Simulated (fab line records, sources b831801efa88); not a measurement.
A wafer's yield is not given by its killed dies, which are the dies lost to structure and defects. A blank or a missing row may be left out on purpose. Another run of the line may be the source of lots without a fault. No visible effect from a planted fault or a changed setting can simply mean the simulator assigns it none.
A lot that was struck, set against a sound lot :: flow sky130 :: 14 steps out of a route of 708
Sound: wafers L670.1, L670.4, L670.5. The struck wafers were L679.1, L679.5, L679.6. The cause comes at the end.
Per side, at each step with rows, come the tool, then ch with its chambers, and then its first start. Under that, the readings that differ: sound wafers :: struck wafers :: difference of the means :: sigmas: that difference in standard deviations of wafers without a fault.
alike: words and numbers the same on both sides, and readings whose means are apart by under 2 such deviations; not compared: readings that were withheld, readings missing a value for some wafer, numbers with overlapping values and no deviation given by the record, and bounds like >300 which may hide the same value.
The two part at a step that has a row with sigmas, a row that says differs or no value, or rows on one side only. Numbers that have no deviation but don't overlap get no sigmas and don't part them. A reading missing from all wafers of one side parts the sides only when that side holds two or more wafers.

first, 1 step without rows for these wafers: SKY_VT_ADJUST_HVTP_DEVELOP_06 (develop time 60 s).
SKY_VT_ADJUST_HVTP_CD_MEAS_07 targets a cd of 380 nm.
  struck on cd_sem-01, day 8 22:44; sound on cd_sem-02, day 6 09:35
  alike: cd_nm
SKY_VT_ADJUST_HVTP_OVL_MEAS_08:
  struck on overlay-02, day 8 22:52; sound on overlay-01, day 6 09:43
  alike: VT_ADJUST_HVTP_OVL
following that, these wafers have no rows for 1 step: SKY_VT_ADJUST_HVTP_IMPLANT_09.
SKY_VT_ADJUST_HVTP_STRIP_10: strips in O2/N2.
  sound on plasma_asher-02 ch 0,1, day 6 09:53; struck on plasma_asher-01 ch 0,1, day 8 23:02
  alike: drypump_motor_current_A, oes_product_au, strip_time_to_endpoint_s
  not compared: rf_hours_counter_h
SKY_VT_ADJUST_HVTP_TW_MEAS_11:
  struck on film_metro-02, day 8 23:08; sound on film_metro-03, day 6 09:59
  alike: VT_ADJUST_HVTP_TW
then, 6 steps without rows for these wafers: SKY_VT_ADJUST_LVTN_DEHYDRATE_00 (time 60 s); SKY_VT_ADJUST_LVTN_HMDS_01 (prime time 60 s); SKY_VT_ADJUST_LVTN_COAT_02 (resist thk 3000 nm); SKY_VT_ADJUST_LVTN_SOFTBAKE_03; SKY_VT_ADJUST_LVTN_EXPOSE_04 (exposes mask NWM COMPLEMENT LESS NATIVE, target cd 840 nm); SKY_VT_ADJUST_LVTN_PEB_05.
SKY_VT_ADJUST_LVTN_DEVELOP_06: develop time 60 s.
  struck on litho_track-01, day 9 19:00; sound on litho_track-04 ch 0, day 7 04:00
  no value came back on the struck wafers for chill_plate_temp_C (C), develop_time_s (s); on the sound wafers chill_plate_temp_C (C) reads 22.87 23.03 23.14
SKY_VT_ADJUST_LVTN_OVL_MEAS_07:
  struck on overlay-02, day 9 19:32; sound on overlay-01, day 7 04:28
reading: VT_ADJUST_LVTN_OVL (nm)
sound: -3.1 -1.2 -2.7
struck: - - -
difference: no value on the struck wafers
sigmas: 

## WHERE THEY PART
Earliest at SKY_VT_ADJUST_LVTN_DEVELOP_06; latest, in this record, at SKY_VT_ADJUST_LVTN_OVL_MEAS_07.

WHY: whatever the simulator had introduced
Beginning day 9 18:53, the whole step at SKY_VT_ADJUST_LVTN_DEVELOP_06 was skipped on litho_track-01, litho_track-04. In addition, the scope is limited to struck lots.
